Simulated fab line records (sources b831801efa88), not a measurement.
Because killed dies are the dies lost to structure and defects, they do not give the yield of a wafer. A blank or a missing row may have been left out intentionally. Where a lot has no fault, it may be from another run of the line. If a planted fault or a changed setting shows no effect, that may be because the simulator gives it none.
Comparing a struck lot with a sound one    flow sky130    34 out of 708 route steps
Sound: these wafers, L108.2, L108.4, L108.5. Wafers L100.3, L100.5, L100.6 were the ones struck. Last of all comes the cause.
Order at every step that has rows: each side's tool, ch and its chambers, its first start. Under that, the readings that differ: sound wafers    struck wafers    difference of the means    sigmas: that difference in standard deviations of wafers without a fault.
alike: readings whose means differ by less than 2 such deviations, and words and numbers that are the same on both sides. not compared: withheld readings, readings that some wafer has no value for, bounds like >300 that may hide the same value, and numbers for which the record gives no deviation and whose values overlap.
A row with sigmas, a row that says differs or no value, or rows on one side alone: a step with any of these is where the two part. Numbers that don't overlap but have no deviation are shown without sigmas and don't part them. Lack of a reading on every wafer of one side parts them only where that side has two or more wafers.

first, 7 steps without rows for these wafers: SKY_SONOS_TUNNEL_DEVELOP_06 (develop time 60 s); SKY_SONOS_TUNNEL_IMPLANT_09; SKY_SONOS_TUNNEL_WET_ETCH_10 (etches SiO2 in dHF, target depth 14 nm, time 280 s); SKY_SONOS_TUNNEL_STRIP_11 (strips in SPM, time 600 s); SKY_SONOS_TUNNEL_CLEAN_13 (cleans in dHF, time 20 s); SKY_SONOS_ONO_OXIDATION_00 (stabilise 600 s, purge 300 s, target thk 2.6 nm); SKY_SONOS_ONO_CVD_02 (deposits Si3N4 from DCS/NH3, target thk 10.5 nm, time 180 s).
SKY_SONOS_ONO_CVD_04: deposits SiO2 from SiH4/N2O, target thk 5.7199 nm.
  sound on lpcvd-03 ch 0, day 18 14:02; struck on lpcvd-03 ch 0, day 16 01:44
reading                                     sound              struck             difference  sigmas
pressure_mtorr (mTorr)                      401.4 399.8 401.5  481.3 478.9 481.2  +79.6       +93
model.SiO2_of_SONOS_ONO_CVD_04.thk_nm (nm)  5.758 5.796 5.747  6.452 6.403 6.446  +0.667      
SKY_SONOS_ONO_THK_MEAS_05:
  sound on film_metro-03 at day 18 15:18; struck on film_metro-01 at day 16 03:01
reading                    sound           struck          difference  sigmas
SONOS_ONO_CVD_04_THK (nm)  5.82 5.78 5.74  6.47 6.40 6.45  +0.66       +7
then, 23 steps without rows for these wafers: SKY_SONOS_ONO_DEHYDRATE_06 (time 60 s); SKY_SONOS_ONO_HMDS_07 (prime time 60 s); SKY_SONOS_ONO_COAT_08 (resist thk 1140 nm); SKY_SONOS_ONO_SOFTBAKE_09 (time 60 s); SKY_SONOS_ONO_EXPOSE_10 (exposes mask ONOM, target cd 410 nm); SKY_SONOS_ONO_PEB_11; SKY_SONOS_ONO_DEVELOP_12 (develop time 60 s); SKY_SONOS_ONO_ETCH_15 (etches the open film in CHF3/O2, target depth 19.52 nm, time 7.8 s); SKY_SONOS_ONO_WET_ETCH_16 (etches SiO2 in dHF, target depth 14 nm, time 280 s); SKY_SONOS_ONO_STRIP_17 (strips in O2/N2); SKY_SONOS_ONO_WET_ETCH_18 (etches Si3N4 in H3PO4, target depth 15 nm, time 172 s); SKY_GATE_OXIDE_CLEAN_00 (cleans in SC1/SC2, time 150 s); SKY_GATE_OXIDE_OXIDATION_01 (stabilise 600 s, purge 300 s, target thk 10.268 nm); SKY_GATE_OXIDE_DEHYDRATE_03 (time 60 s); SKY_GATE_OXIDE_HMDS_04 (prime time 60 s); SKY_GATE_OXIDE_COAT_05 (resist thk 1140 nm); SKY_GATE_OXIDE_SOFTBAKE_06 (time 60 s); SKY_GATE_OXIDE_EXPOSE_07 (exposes mask LVOM, target cd 600 nm); SKY_GATE_OXIDE_PEB_08; SKY_GATE_OXIDE_DEVELOP_09 (develop time 60 s); SKY_GATE_OXIDE_IMPLANT_11; SKY_GATE_OXIDE_WET_ETCH_12 (etches SiO2 in dHF, target depth 16.8 nm, time 336 s); SKY_GATE_OXIDE_STRIP_13 (strips in O2/N2).
-- the record jumps here: 3 days lie between the struck wafers' starts before and after --
SKY_GATE_OXIDE_CLEAN_15: cleans in SC1/SC2, time 150 s.
  sound on wet_bench-02 ch 0, day 21 07:35; struck on wet_bench-02 ch 1, day 18 15:50
reading                                     sound             struck            difference  sigmas
model.SiO2_of_SONOS_ONO_CVD_04.thk_nm (nm)  4.22 4.259 4.215  4.95 4.901 4.942  +0.70       
  alike: temp_c
-- the record jumps here: 30 days lie between the struck wafers' starts before and after (it left off in module GATE_OXIDE and takes up again in module PAD_OPEN, whose first step shown is number 708 of the route) --
SKY_PAD_OPEN_PROBE_99:
  sound on prober-01 at day 50 23:08; struck on prober-01 at day 49 02:34
reading                                      sound                 struck                difference  sigmas
killed_at_other                              2 1 1                 0 0 0                 -1          -2
model.etest.sonos_erased.drive_ua_um         185.2 235.9 188.1     163.1 129.1 138.8     -59.4       
model.etest.cap_ono.gate_log10_a_cm2         -8.078 -8.091 -8.072  -9.025 -8.953 -8.946  -0.894      
model.etest.cap_ono.gate_bv_v (V)            16.53 16.38 16.38     17.22 17.32 17.07     +0.77       
model.etest.cap_ono.tox_acc_nm (nm)          12.91 13.03 13.02     13.71 13.78 13.7      +0.74       
model.etest.sonos_programmed.vt_v (V)        1.415 1.358 1.373     0.966 0.9486 1.069    -0.387      
model.etest.sonos_programmed.off_log10_a_um  -13.93 -13.9 -14.08   -13.16 -12.97 -13.8   +0.66       
model.etest.sonos_erased.vt_v (V)            -2.277 -2.331 -2.256  -1.892 -1.826 -1.887  +0.420      
model.etest.sonos_baked.vt_v (V)             0.9114 0.8309 0.9019  0.573 0.5873 0.6321   -0.284      
  alike: killed_at_M0_to_M3, killed_at_M4_up, killed_at_contacts, killed_at_front_end, killed_dies, killed_open, killed_short

== WHERE THEY PART ==
At SKY_SONOS_ONO_CVD_04 first; at SKY_PAD_OPEN_PROBE_99 last (within this record only).

WHY: the cause the simulator had injected
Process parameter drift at SKY_SONOS_ONO_CVD_04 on lpcvd-03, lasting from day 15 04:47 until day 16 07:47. Setting pressure_mtorr, moved by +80, from 400.
